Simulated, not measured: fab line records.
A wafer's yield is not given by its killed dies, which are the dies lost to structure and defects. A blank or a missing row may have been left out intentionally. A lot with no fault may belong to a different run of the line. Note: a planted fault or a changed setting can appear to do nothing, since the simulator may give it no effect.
fab line records + flow gf180mcu
record
- lots=14
- wafers=42
- lastDay=34
route steps=602 shown VT_IMPLANT@98 V1@358 M2@368
lots untouched by any fault: they come from a run of this same line in which no faults occurred
startH: the number of hours between the record's first day and the start of the first shown wafer of the lot + waitH: hours elapsed since this lot's preceding step + " identical to the entry in the row above + L1.1+2: a single row standing in for several wafers + - no value, or no start given + * or withheld: withheld + < > ~ a bound
route shown NAME@n: NAME is a module with steps in the file, n the number in the route of the first one + usual: mean/standard deviation of fault-free wafers + same: alike in all rows + chamber/n: place in a boat + sites: the reading at each site + _std_site: standard deviation across them + _edge_site: outer sites' mean less inner sites' + radiusMm: for every site, how far away it sits from the centre of the wafer + mask NAME#n: copy n + behind: tool/chamber where the wafer was last shaped + hold: what put the lot on hold/how long, in hours/how the hold closed + device: names the non-switching transistor (n, p or np) + end of line: at the end of the route, the tests of the same wafers + step lacking rows: just its recipe + killed: at the first sort, the dies lost to defects and structure; wafer yield is something else + map: a wafer's dies, marking killed ones x, the rest . and places with no die _
set.NAME: setting as actually run; set.NAME@STEP: the setting as run at that earlier step + model.NAME: the simulator's own value behind a step, which no gauge read
the route's steps for a sample of lots (tables are steps, rows are wafers)
services: when a tool's chamber went out of use (startH, in hours from the record's first day, below 0 if earlier), for how many hours, and the reason
## steps
# step GF_VT_IMPLANT_IMPLANT_08
# recipe
- species=BF2
- energyKev=20
- doseCm2=8.29e+12
- tiltDeg=7
# usual
- doseIonsCm2=8.289e+12/9.4e+09
- faradayCurrentUA=46.7/0.99
- tiltDeg=7.000/0.019
| lot.wafer | tool         | chamber | startH | waitH | doseIonsCm2 | faradayCurrentUA | tiltDeg |
|-----------|--------------|---------|--------|-------|-------------|------------------|---------|
| L353.2    | implanter-02 | 0       | 116.76 | 0.0   | 8.299e+12   | 46.8             | 7.005   |
| L353.3    | "            | 0       | "      | "     | 8.292e+12   | 46.8             | 7.011   |
| L353.4    | "            | 0       | "      | "     | 8.284e+12   | 48.0             | 6.986   |
| L354.1    | implanter-04 | 0       | 125.22 | 0.0   | 8.281e+12   | 47.4             | 7.004   |
| L354.5    | "            | 0       | "      | "     | 8.297e+12   | 45.8             | 6.969   |
| L354.6    | "            | 0       | "      | "     | 8.304e+12   | 45.2             | 6.983   |
| L355.3    | implanter-02 | 0       | 129.47 | 0.1   | 8.301e+12   | 45.9             | 7.006   |
| L355.4    | "            | 0       | "      | "     | 8.299e+12   | 47.2             | 7.047   |
| L355.6    | "            | 0       | "      | "     | 8.291e+12   | 45.9             | 7.027   |
| L356.2    | implanter-04 | 0       | 134.15 | 0.0   | 8.299e+12   | 47.6             | 7.034   |
| L356.4    | "            | 0       | "      | "     | 8.302e+12   | 47.0             | 7.008   |
| L356.6    | "            | 0       | "      | "     | 8.297e+12   | 48.7             | 7.010   |
| L359.3    | implanter-02 | 0       | 153.54 | 0.1   | 8.288e+12   | 47.1             | 7.032   |
| L359.5    | "            | 0       | "      | "     | 8.275e+12   | 47.5             | 6.985   |
| L359.6    | "            | 0       | "      | "     | 8.288e+12   | 46.7             | 7.021   |
| L360.2    | implanter-03 | 0       | 159.66 | 0.0   | 8.3e+12     | 46.7             | 6.967   |
| L360.3    | "            | 0       | "      | "     | 8.291e+12   | 46.1             | 7.021   |
| L360.5    | "            | 0       | "      | "     | 8.287e+12   | 45.7             | 6.988   |
| L363.1    | implanter-03 | 0       | 179.45 | 0.0   | 8.996e+12   | 51.6             | 6.954   |
| L363.3    | "            | 0       | "      | "     | 8.991e+12   | 51.8             | 6.988   |
| L363.6    | "            | 0       | "      | "     | 9.005e+12   | 50.3             | 6.986   |
| L367.1    | implanter-03 | 0       | 206.40 | 0.0   | 9.01e+12    | 48.8             | 6.997   |
| L367.5    | "            | 0       | "      | "     | 9.005e+12   | 49.3             | 6.988   |
| L367.6    | "            | 0       | "      | "     | 9.016e+12   | 51.4             | 6.983   |
| L368.3    | implanter-02 | 0       | 212.49 | 0.1   | 8.282e+12   | 47.5             | 6.986   |
| L368.5    | "            | 0       | "      | "     | 8.28e+12    | 48.3             | 6.970   |
| L368.6    | "            | 0       | "      | "     | 8.277e+12   | 47.2             | 7.006   |
| L369.4    | implanter-02 | 0       | 220.35 | 0.1   | 8.292e+12   | 45.0             | 6.973   |
| L369.5    | "            | 0       | "      | "     | 8.275e+12   | 46.1             | 6.967   |
| L369.6    | "            | 0       | "      | "     | 8.282e+12   | 49.2             | 7.010   |
| L370.3    | implanter-02 | 0       | 223.42 | 0.1   | 8.285e+12   | 48.3             | 6.972   |
| L370.4    | "            | 0       | "      | "     | 8.277e+12   | 45.9             | 6.973   |
| L370.6    | "            | 0       | "      | "     | 8.269e+12   | 45.4             | 6.974   |
| L371.1    | implanter-02 | 0       | 230.79 | 0.0   | 8.286e+12   | 46.8             | 6.981   |
| L371.3    | "            | 0       | "      | "     | 8.292e+12   | 45.4             | 7.010   |
| L371.5    | "            | 0       | "      | "     | 8.289e+12   | 46.7             | 6.991   |
| L374.1    | implanter-04 | 0       | 245.57 | 0.0   | 8.3e+12     | 47.4             | 7.020   |
| L374.4    | "            | 0       | "      | "     | 8.293e+12   | 47.4             | 7.020   |
| L374.5    | "            | 0       | "      | "     | 8.304e+12   | 47.7             | 7.018   |
| L375.1    | implanter-02 | 0       | 252.15 | 0.0   | 8.304e+12   | 46.5             | 7.007   |
| L375.4    | "            | 0       | "      | "     | 8.296e+12   | 45.9             | 7.008   |
| L375.5    | "            | 0       | "      | "     | 8.297e+12   | 46.5             | 7.001   |
# step GF_VT_IMPLANT_TW_MEAS_10
# usual
- VT_IMPLANT_TW=559/6
| lot.wafer | tool         | chamber | startH | waitH | VT_IMPLANT_TW |
|-----------|--------------|---------|--------|-------|---------------|
| L353.2    | filmMetro-04 | -       | 117.00 | 0.1   | 549           |
| L353.3    | "            | -       | "      | "     | 546           |
| L353.4    | "            | -       | "      | "     | 550           |
| L354.1    | filmMetro-03 | -       | 125.47 | 0.1   | 564           |
| L354.5    | "            | -       | "      | "     | 566           |
| L354.6    | "            | -       | "      | "     | 562           |
| L355.3    | filmMetro-03 | -       | 129.69 | 0.1   | 562           |
| L355.4    | "            | -       | "      | "     | 563           |
| L355.6    | "            | -       | "      | "     | 565           |
| L356.2    | filmMetro-03 | -       | 134.38 | 0.1   | 565           |
| L356.4    | "            | -       | "      | "     | 563           |
| L356.6    | "            | -       | "      | "     | 565           |
| L359.3    | filmMetro-04 | -       | 153.76 | 0.1   | 557           |
| L359.5    | "            | -       | "      | "     | 552           |
| L359.6    | "            | -       | "      | "     | 554           |
| L360.2    | filmMetro-03 | -       | 159.90 | 0.1   | 564           |
| L360.3    | "            | -       | "      | "     | 558           |
| L360.5    | "            | -       | "      | "     | 559           |
| L363.1    | filmMetro-03 | -       | 179.70 | 0.1   | 580           |
| L363.3    | "            | -       | "      | "     | 578           |
| L363.6    | "            | -       | "      | "     | 580           |
| L367.1    | filmMetro-03 | -       | 206.65 | 0.1   | 579           |
| L367.5    | "            | -       | "      | "     | 580           |
| L367.6    | "            | -       | "      | "     | 580           |
| L368.3    | filmMetro-01 | -       | 212.71 | 0.1   | 564           |
| L368.5    | "            | -       | "      | "     | 563           |
| L368.6    | "            | -       | "      | "     | 562           |
| L369.4    | filmMetro-04 | -       | 220.55 | 0.1   | 551           |
| L369.5    | "            | -       | "      | "     | 548           |
| L369.6    | "            | -       | "      | "     | 549           |
| L370.3    | filmMetro-04 | -       | 223.64 | 0.1   | 548           |
| L370.4    | "            | -       | "      | "     | 550           |
| L370.6    | "            | -       | "      | "     | 549           |
| L371.1    | filmMetro-01 | -       | 231.04 | 0.1   | 559           |
| L371.3    | "            | -       | "      | "     | 559           |
| L371.5    | "            | -       | "      | "     | 561           |
| L374.1    | filmMetro-03 | -       | 245.82 | 0.1   | 563           |
| L374.4    | "            | -       | "      | "     | 565           |
| L374.5    | "            | -       | "      | "     | 561           |
| L375.1    | filmMetro-01 | -       | 252.40 | 0.1   | 564           |
| L375.4    | "            | -       | "      | "     | 561           |
| L375.5    | "            | -       | "      | "     | 566           |
# step GF_V1_CVD_23
# recipe
- material=W
- targetThkNm=350
- timeS=105.05
- tempC=400
- pressureTorr=40
# usual
- heaterPowerW=879/49
| lot.wafer | tool    | chamber | startH | waitH | heaterPowerW |
|-----------|---------|---------|--------|-------|--------------|
| L353.2    | cvdW-02 | 1       | 417.98 | 0.0   | 895          |
| L353.3    | "       | 1       | "      | "     | 874          |
| L353.4    | "       | 0       | "      | "     | 805          |
| L354.1    | cvdW-02 | 0       | 429.39 | 0.0   | 805          |
| L354.5    | "       | 1       | "      | "     | 888          |
| L354.6    | "       | 0       | "      | "     | 801          |
| L355.3    | cvdW-02 | 0       | 438.38 | 0.1   | 802          |
| L355.4    | "       | 1       | "      | "     | 860          |
| L355.6    | "       | 1       | "      | "     | 905          |
| L356.2    | cvdW-01 | 0       | 448.06 | 0.0   | 912          |
| L356.4    | "       | 0       | "      | "     | 910          |
| L356.6    | "       | 1       | "      | "     | 926          |
| L359.3    | cvdW-02 | 0       | 479.76 | 0.1   | 818          |
| L359.5    | "       | 0       | "      | "     | 796          |
| L359.6    | "       | 1       | "      | "     | 877          |
| L360.2    | cvdW-02 | 0       | 487.13 | 0.0   | 817          |
| L360.3    | "       | 0       | "      | "     | 797          |
| L360.5    | "       | 1       | "      | "     | 901          |
| L363.1    | cvdW-02 | 0       | 520.79 | 0.0   | 806          |
| L363.3    | "       | 1       | "      | "     | 900          |
| L363.6    | "       | 0       | "      | "     | 814          |
| L367.1    | cvdW-02 | 0       | 553.14 | 0.0   | 778          |
| L367.5    | "       | 0       | "      | "     | 807          |
| L367.6    | "       | 1       | "      | "     | 886          |
| L368.3    | cvdW-01 | 0       | 565.47 | 0.1   | 927          |
| L368.5    | "       | 0       | "      | "     | 927          |
| L368.6    | "       | 1       | "      | "     | 930          |
| L369.4    | cvdW-02 | 0       | 570.20 | 0.1   | 805          |
| L369.5    | "       | 0       | "      | "     | 789          |
| L369.6    | "       | 1       | "      | "     | 875          |
| L370.3    | cvdW-01 | 0       | 575.57 | 0.1   | 941          |
| L370.4    | "       | 1       | "      | "     | 920          |
| L370.6    | "       | 0       | "      | "     | 936          |
| L371.1    | cvdW-01 | 1       | 588.56 | 0.0   | 917          |
| L371.3    | "       | 0       | "      | "     | 903          |
| L371.5    | "       | 0       | "      | "     | 905          |
| L374.1    | cvdW-01 | 0       | 604.08 | 0.0   | 936          |
| L374.4    | "       | 0       | "      | "     | 936          |
| L374.5    | "       | 1       | "      | "     | 923          |
| L375.1    | cvdW-01 | 1       | 608.28 | 0.0   | 922          |
| L375.4    | "       | 0       | "      | "     | 926          |
| L375.5    | "       | 1       | "      | "     | 903          |
# step GF_M2_THK_MEAS_06
# recipe
- thkMeasGauge=xrf
- reads=AlCu_of_M2_SPUTTER_02
# usual
- M2_ALCU_THK=452/4.9
| lot.wafer | tool         | chamber | startH | waitH | M2_ALCU_THK[nm] |
|-----------|--------------|---------|--------|-------|-----------------|
| L353.2    | filmMetro-02 | -       | 418.92 | 0.1   | 446             |
| L353.3    | "            | -       | "      | "     | 448             |
| L353.4    | "            | -       | "      | "     | 449             |
| L354.1    | filmMetro-04 | -       | 430.32 | 0.1   | 451             |
| L354.5    | "            | -       | "      | "     | 453             |
| L354.6    | "            | -       | "      | "     | 452             |
| L355.3    | filmMetro-03 | -       | 439.33 | 0.1   | 450             |
| L355.4    | "            | -       | "      | "     | 455             |
| L355.6    | "            | -       | "      | "     | 453             |
| L356.2    | filmMetro-04 | -       | 449.05 | 0.1   | 454             |
| L356.4    | "            | -       | "      | "     | 454             |
| L356.6    | "            | -       | "      | "     | 449             |
| L359.3    | filmMetro-04 | -       | 480.68 | 0.1   | 456             |
| L359.5    | "            | -       | "      | "     | 453             |
| L359.6    | "            | -       | "      | "     | 455             |
| L360.2    | filmMetro-02 | -       | 488.07 | 0.1   | 445             |
| L360.3    | "            | -       | "      | "     | 443             |
| L360.5    | "            | -       | "      | "     | 452             |
| L363.1    | filmMetro-03 | -       | 521.72 | 0.1   | 453             |
| L363.3    | "            | -       | "      | "     | 451             |
| L363.6    | "            | -       | "      | "     | 452             |
| L367.1    | filmMetro-02 | -       | 554.07 | 0.1   | 456             |
| L367.5    | "            | -       | "      | "     | 447             |
| L367.6    | "            | -       | "      | "     | 456             |
| L368.3    | filmMetro-04 | -       | 566.39 | 0.1   | 450             |
| L368.5    | "            | -       | "      | "     | 452             |
| L368.6    | "            | -       | "      | "     | 454             |
| L369.4    | filmMetro-03 | -       | 571.16 | 0.1   | 457             |
| L369.5    | "            | -       | "      | "     | 458             |
| L369.6    | "            | -       | "      | "     | 457             |
| L370.3    | filmMetro-04 | -       | 576.49 | 0.1   | 462             |
| L370.4    | "            | -       | "      | "     | 459             |
| L370.6    | "            | -       | "      | "     | 461             |
| L371.1    | filmMetro-02 | -       | 589.49 | 0.1   | 444             |
| L371.3    | "            | -       | "      | "     | 443             |
| L371.5    | "            | -       | "      | "     | 444             |
| L374.1    | filmMetro-04 | -       | 605.01 | 0.1   | 457             |
| L374.4    | "            | -       | "      | "     | 445             |
| L374.5    | "            | -       | "      | "     | 453             |
| L375.1    | filmMetro-04 | -       | 609.22 | 0.1   | 450             |
| L375.4    | "            | -       | "      | "     | 455             |
| L375.5    | "            | -       | "      | "     | 450             |
# step GF_M2_OVL_MEAS_15
# usual
- M2_OVL=-3/5.3
| lot.wafer | tool       | chamber | startH | waitH | M2_OVL[nm] |
|-----------|------------|---------|--------|-------|------------|
| L353.2    | overlay-02 | -       | 443.06 | 0.1   | -4         |
| L353.3    | "          | -       | "      | "     | -9         |
| L353.4    | "          | -       | "      | "     | 1          |
| L354.1    | overlay-02 | -       | 454.38 | 0.1   | -2         |
| L354.5    | "          | -       | "      | "     | -3         |
| L354.6    | "          | -       | "      | "     | -10        |
| L355.3    | overlay-01 | -       | 463.00 | 0.1   | -4         |
| L355.4    | "          | -       | "      | "     | -4         |
| L355.6    | "          | -       | "      | "     | -3         |
| L356.2    | overlay-02 | -       | 472.84 | 0.1   | -1         |
| L356.4    | "          | -       | "      | "     | -5         |
| L356.6    | "          | -       | "      | "     | -6         |
| L359.3    | overlay-02 | -       | 504.14 | 0.1   | 1          |
| L359.5    | "          | -       | "      | "     | 3          |
| L359.6    | "          | -       | "      | "     | -3         |
| L360.2    | overlay-01 | -       | 511.01 | 0.1   | -6         |
| L360.3    | "          | -       | "      | "     | 0          |
| L360.5    | "          | -       | "      | "     | -9         |
| L363.1    | overlay-01 | -       | 544.39 | 0.1   | -12        |
| L363.3    | "          | -       | "      | "     | -13        |
| L363.6    | "          | -       | "      | "     | -8         |
| L367.1    | overlay-02 | -       | 575.94 | 0.1   | 4          |
| L367.5    | "          | -       | "      | "     | -1         |
| L367.6    | "          | -       | "      | "     | 5          |
| L368.3    | overlay-02 | -       | 587.66 | 0.1   | -8         |
| L368.5    | "          | -       | "      | "     | -9         |
| L368.6    | "          | -       | "      | "     | -10        |
| L369.4    | overlay-02 | -       | 592.65 | 0.1   | -9         |
| L369.5    | "          | -       | "      | "     | -5         |
| L369.6    | "          | -       | "      | "     | -4         |
| L370.3    | overlay-01 | -       | 597.34 | 0.1   | 2          |
| L370.4    | "          | -       | "      | "     | 12         |
| L370.6    | "          | -       | "      | "     | 7          |
| L371.1    | overlay-02 | -       | 610.08 | 0.1   | 0          |
| L371.3    | "          | -       | "      | "     | -3         |
| L371.5    | "          | -       | "      | "     | -2         |
| L374.1    | overlay-02 | -       | 625.60 | 0.1   | 3          |
| L374.4    | "          | -       | "      | "     | 3          |
| L374.5    | "          | -       | "      | "     | -1         |
| L375.1    | overlay-02 | -       | 629.13 | 0.1   | -9         |
| L375.4    | "          | -       | "      | "     | -13        |
| L375.5    | "          | -       | "      | "     | -13        |
## services
| tool         | chamber | startH | hours | kind   |
|--------------|---------|--------|-------|--------|
| cvdW-01      | -       | 128.11 | 2.5   | repair |
| implanter-03 | -       | 195.71 | 2.4   | repair |
| implanter-04 | -       | 202.20 | 7.9   | pm     |
| implanter-02 | -       | 258.83 | 4.2   | repair |
| implanter-04 | -       | 284.34 | 4.0   | repair |
| implanter-03 | -       | 288.42 | 2.3   | pm     |
| cvdW-02      | -       | 305.25 | 6.0   | pm     |
| implanter-02 | -       | 316.05 | 2.4   | repair |
| cvdW-02      | 1       | 317.09 | 9.3   | repair |
| implanter-04 | -       | 326.39 | 11.2  | pm     |
| implanter-04 | -       | 339.22 | 1.0   | repair |
| cvdW-02      | -       | 346.36 | 2.0   | repair |
| cvdW-02      | 1       | 384.19 | 2.2   | repair |
| cvdW-02      | -       | 390.00 | 14.0  | pm     |
| implanter-02 | -       | 400.15 | 4.9   | pm     |
| cvdW-01      | -       | 443.19 | 2.8   | pm     |
| implanter-02 | -       | 458.93 | 6.1   | repair |
| cvdW-01      | -       | 461.11 | 6.9   | pm     |
| cvdW-02      | 0       | 496.84 | 13.2  | repair |
| implanter-04 | -       | 518.57 | 6.9   | pm     |
| implanter-02 | -       | 523.78 | 2.7   | pm     |
| implanter-02 | -       | 550.20 | 13.2  | repair |
| implanter-02 | -       | 587.01 | 38.9  | pm     |
| cvdW-01      | -       | 593.45 | 1.2   | repair |
## key
firstSign
- step=GF_VT_IMPLANT_IMPLANT_08
- reading=doseIonsCm2
- direction=up
- sigmas=76
- usual=8.289e+12
- struck=9.004e+12
effect
- step=GF_VT_IMPLANT_IMPLANT_08
- reading=faradayCurrentUA
- direction=up
- sigmas=3.9
- usual=46.7
- struck=50.5
effect
- step=GF_VT_IMPLANT_TW_MEAS_10
- reading=VT_IMPLANT_TW
- direction=up
- sigmas=3.5
- usual=559
- struck=579
metAt GF_VT_IMPLANT_IMPLANT_08
struckLots L363,L367
testerLeftOut L363,L367
notActingAt GF_V1_CVD_23,GF_M2_THK_MEAS_06,GF_M2_OVL_MEAS_15
onsetBetween 159.66 179.45
fault
- kind=processParameterDrift
- tool=implanter-03
- chamber=-
- onsetH=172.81
- steps=GF_VT_IMPLANT_IMPLANT_08
- channel=doseCm2
- offset=7.1239e+11
- shape=step
- endH=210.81
- actsIn=theseRecipesOnly
- stated=8.29e+12
# testerLeftOut: of these lots the tester's yield and bins aren't shown, on N5 and GAA mostly nor the transistor test; their killed dies are dies lost to structure and defects alone, not to doping, threshold or leakage, so they don't give the yield
